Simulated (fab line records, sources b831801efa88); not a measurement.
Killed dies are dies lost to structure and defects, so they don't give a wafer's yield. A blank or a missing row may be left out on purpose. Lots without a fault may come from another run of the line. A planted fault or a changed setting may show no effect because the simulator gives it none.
A struck lot beside a sound one | flow gf180mcu | 15 steps out of a route of 602
Sound: wafers L712.3, L712.4, L712.5. Struck: wafer L723.4. (L723.6 of the same lot was not struck and is left out.) The cause comes at the end.
At each step with rows: each side's tool, then ch and its chambers, then its first start. Under that, the readings that differ: sound wafers | struck wafers | difference of the means | sigmas: that difference in standard deviations of wafers without a fault.
alike: readings whose means differ by less than 2 such deviations, and words and numbers that are the same on both sides. not compared: withheld readings, readings that some wafer has no value for, bounds like >300 that may hide the same value, and numbers for which the record gives no deviation and whose values overlap.
The two part at a step that has a row with sigmas, a row that says differs or no value, or rows on one side only. Numbers that don't overlap but have no deviation are shown without sigmas and don't part them. A reading that every wafer of one side lacks parts them only if that side has two wafers or more.

first, 4 steps without rows for these wafers: GF_V3_SOFTBAKE_10 (time 60 s); GF_V3_EXPOSE_11 (exposes mask Via3, target cd 260 nm); GF_V3_PEB_12 (peb time 90 s); GF_V3_DEVELOP_13 (develop time 60 s).
GF_V3_CD_MEAS_14: target cd 260 nm.
  sound on cd_sem-02, day 22 23:42; struck on cd_sem-02, day 27 04:46
  alike: cd_nm
GF_V3_OVL_MEAS_15:
  sound on overlay-01, day 22 23:47; struck on overlay-02, day 27 04:50
  alike: V3_OVL
GF_V3_ETCH_16: etches BARC in N2/H2.
  sound on rie_diel-04 ch 0,1,2, day 22 23:49; struck on rie_diel-01 ch 2, day 27 04:52
  reading                | sound                | struck | difference | sigmas
  throttle_valve_pct (%) | 13.249 13.235 13.223 | 13.204 | -0.032     | -3
  alike: drypump_motor_current_A, h2_flow_sccm, oes_product_au
GF_V3_ETCH_17: etches SiO2 in C4F8/O2/Ar, stops on TiN, target depth 635 nm.
  sound on rie_diel-04 ch 0,1,2; struck on rie_diel-01 ch 2
  alike: oes_product_au
GF_V3_STRIP_18: strips in O2/N2.
  sound on plasma_asher-04 ch 0,1, day 22 23:59; struck on plasma_asher-01 ch 0, day 27 05:01
  alike: drypump_motor_current_A, heater_power_w, oes_product_au
  not compared: rf_hours_counter_h
then, 2 steps without rows for these wafers: GF_V3_STRIP_19 (strips in post etch residue remover, time 1200 s); GF_V3_CLEAN_20 (cleans in DIW).
GF_V3_SPUTTER_21: material Ti, target thk 15 nm, time 80.02 s.
  sound on pvd_sputter-01, day 23 00:29; struck on pvd_sputter-01, day 27 05:31
  alike: throttle_valve_pct
GF_V3_SPUTTER_22: material TiN, target thk 10 nm, time 40 s.
  sound on pvd_sputter-01, day 23 00:32; struck on pvd_sputter-01, day 27 05:35
  reading                                | sound             | struck | difference | sigmas
  model.TiN_of_V3_SPUTTER_22.thk_nm (nm) | 10.19 9.937 9.931 | 17.04  | +7.02      |
  alike: throttle_valve_pct
GF_V3_CVD_23: deposits W, target thk 350 nm, time 104.9 s.
  sound on cvd_w-01 ch 0,1, day 23 00:37; struck on cvd_w-02 ch 0, day 27 05:40
  reading              | sound                | struck | difference | sigmas
  susceptor_temp_C (C) | 399.83 399.85 400.13 | 399.35 | -0.59      | -2
  alike: heater_power_outer_w, heater_power_w
  not compared: since_wet_clean_h
then, 1 step without rows for these wafers: GF_PASSIVATION_PROBE_99.

WHERE THEY PART
First at GF_V3_ETCH_16; last, within this record, at GF_V3_CVD_23.

WHY: what the simulator had put in
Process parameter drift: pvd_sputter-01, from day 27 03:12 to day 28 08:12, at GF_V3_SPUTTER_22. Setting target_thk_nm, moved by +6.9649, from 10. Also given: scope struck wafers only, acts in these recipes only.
